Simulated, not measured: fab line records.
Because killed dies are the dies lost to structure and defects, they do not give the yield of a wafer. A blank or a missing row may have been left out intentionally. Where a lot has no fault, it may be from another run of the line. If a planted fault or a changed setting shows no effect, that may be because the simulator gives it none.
A lot that was struck, set against a sound lot | flow sky130 | 43 steps out of a route of 708
Sound: wafers L730.1, L730.2, L730.6. Struck: wafer L742.2 (L742.4, L742.6, from the same lot, were not struck and are left out); the cause is given at the end.
Per side, at each step with rows, come the tool, then ch with its chambers, and then its first start. Under that, the readings that differ: sound wafers | struck wafers | difference of the means | sigmas: that difference in standard deviations of wafers without a fault.
alike: same words and numbers on both sides, and readings whose means sit less than 2 such deviations apart. not compared: any withheld reading, any reading some wafer has no value for, any bound like >300 that may hide the same value, and any number with overlapping values for which the record gives no deviation.
Wherever a step has rows on one side only, a row that says differs or no value, or a row with sigmas, the two part there. Numbers that don't overlap but have no deviation are shown without sigmas and don't part them. A reading missing from all wafers of one side parts the sides only when that side holds two or more wafers.

first, 1 step without rows for these wafers: SKY_LDD_P_IMPLANT_09.
SKY_LDD_P_STRIP_10: strips in O2/N2.
  sound on plasma asher-02 ch 0,1, day 22 07:56; struck on plasma asher-02 ch 1, day 25 22:29
  alike: drypump motor current A, oes product au, strip time to endpoint s
  not compared: rf hours counter h
SKY_LDD_P_TW_MEAS_11:
  struck on film metro-04, day 25 22:36; sound on film metro-04, day 22 08:02
  alike: LDD_P_TW
then, 7 steps without rows for these wafers: SKY_LDD_HVN_DEHYDRATE_00 (time 60 s); SKY_LDD_HVN_HMDS_01 (prime time 60 s); SKY_LDD_HVN_COAT_02 (resist thk 300 nm); SKY_LDD_HVN_SOFTBAKE_03 (time 60 s); SKY_LDD_HVN_EXPOSE_04 (exposes mask HVNTM, target cd 700 nm); SKY_LDD_HVN_PEB_05; SKY_LDD_HVN_DEVELOP_06 (develop time 60 s).
SKY_LDD_HVN_OVL_MEAS_07:
  struck on overlay-02, day 27 03:32; sound on overlay-02, day 23 14:32
  alike: LDD_HVN_OVL
after that, 1 step had no rows for these wafers: SKY_LDD_HVN_IMPLANT_08.
SKY_LDD_HVN_STRIP_09: strips in O2/N2.
  sound on plasma asher-04 ch 0,1, day 23 14:43; struck on plasma asher-03 ch 0, day 27 03:43
  reading                      | sound             | struck | difference | sigmas
  drypump motor current A (A)  | 5.42 5.80 5.80    | 5.23   | -0.44      | -2
  strip time to endpoint s (s) | 4.117 4.110 4.137 | 4.167  | +0.046     | +3
  alike: oes product au
  not compared: rf hours counter h
SKY_LDD_HVN_TW_MEAS_10:
  struck on film metro-01, day 27 03:50; sound on film metro-04, day 23 14:49
  alike: LDD_HVN_TW
then, 7 steps without rows for these wafers: SKY_LDD_HVP_DEHYDRATE_00 (time 60 s); SKY_LDD_HVP_HMDS_01 (prime time 60 s); SKY_LDD_HVP_COAT_02 (resist thk 300 nm); SKY_LDD_HVP_SOFTBAKE_03 (time 60 s); SKY_LDD_HVP_EXPOSE_04 (exposes mask HVPTM, target cd 700 nm); SKY_LDD_HVP_PEB_05; SKY_LDD_HVP_DEVELOP_06 (develop time 60 s).
SKY_LDD_HVP_OVL_MEAS_07:
  struck on overlay-01, day 28 08:46; sound on overlay-02, day 24 20:28
  alike: LDD_HVP_OVL
after that, 1 step had no rows for these wafers: SKY_LDD_HVP_IMPLANT_08.
SKY_LDD_HVP_STRIP_09: strips in O2/N2.
  sound on plasma asher-04 ch 0,1, day 24 20:39; struck on plasma asher-04 ch 1, day 28 08:57
  alike: drypump motor current A, oes product au, strip time to endpoint s
  not compared: rf hours counter h
SKY_LDD_HVP_TW_MEAS_10:
  struck on film metro-03, day 28 09:04; sound on film metro-03, day 24 20:45
  alike: LDD_HVP_TW
then, 7 steps without rows for these wafers: SKY_LDD_LDN_DEHYDRATE_00 (time 60 s); SKY_LDD_LDN_HMDS_01 (prime time 60 s); SKY_LDD_LDN_COAT_02 (resist thk 1140 nm); SKY_LDD_LDN_SOFTBAKE_03 (time 60 s); SKY_LDD_LDN_EXPOSE_04 (exposes mask LDNTM, target cd 700 nm); SKY_LDD_LDN_PEB_05; SKY_LDD_LDN_DEVELOP_06 (develop time 60 s).
SKY_LDD_LDN_OVL_MEAS_07:
  struck on overlay-02, day 29 13:29; sound on overlay-01, day 26 01:58
  alike: LDD_LDN_OVL
then, 4 steps without rows for these wafers: SKY_LDD_LDN_IMPLANT_08; SKY_LDD_LDN_IMPLANT_09; SKY_LDD_LDN_IMPLANT_10; SKY_LDD_LDN_IMPLANT_11.
SKY_LDD_LDN_STRIP_12: strips in O2/N2.
  sound on plasma asher-03 ch 0,1, day 26 02:36; struck on plasma asher-02 ch 0, day 29 14:07
  reading                      | sound             | struck | difference | sigmas
  drypump motor current A (A)  | 5.3 5.4 5.4       | 6.3    | +0.9       | +3
  strip time to endpoint s (s) | 14.21 14.19 14.22 | 14.11  | -0.10      | -2
  alike: oes product au
  not compared: rf hours counter h
SKY_LDD_LDN_TW_MEAS_13:
  struck on film metro-02, day 29 14:14; sound on film metro-02, day 26 02:42
  alike: LDD_LDN_TW
then, 2 steps without rows for these wafers: SKY_LDD_LDN_CLEAN_14 (cleans in SC1/SC2, time 150 s); SKY_SPACER_CVD_00 (deposits Si3N4 from DCS/NH3, target thk 43.1 nm, time 740 s).
SKY_SPACER_THK_MEAS_01:
  struck on film metro-03, day 29 17:38; sound on film metro-03, day 26 06:22
  alike: SPACER_CVD_00_THK
-- the record jumps here: 21 days lie between the struck wafers' starts before and after (it left off in module SPACER and takes up again in module PAD_OPEN, whose first step shown is number 708 of the route) --
SKY_PAD_OPEN_PROBE_99:
  struck on prober-01, day 50 07:36; sound on prober-02, day 48 03:10
  reading             | sound    | struck | difference | sigmas
  killed at contacts  | 18 17 19 | 31     | +13        | +2
  killed at front end | 23 16 17 | 40     | +21        | +5
  killed dies         | 91 78 90 | 129    | +43        | +5
  killed on rim       | 20 16 18 | 29     | +11        | +3
  alike: killed_at_M0_to_M3, killed_at_M4_up, killed at other, killed open, killed short

== WHERE THEY PART ==
First at SKY_LDD_HVN_STRIP_09; last, within this record, at SKY_PAD_OPEN_PROBE_99.

WHY: what the simulator had put in
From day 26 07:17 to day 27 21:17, plasma asher-03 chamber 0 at SKY_LDD_HVN_STRIP_09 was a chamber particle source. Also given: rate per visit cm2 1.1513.
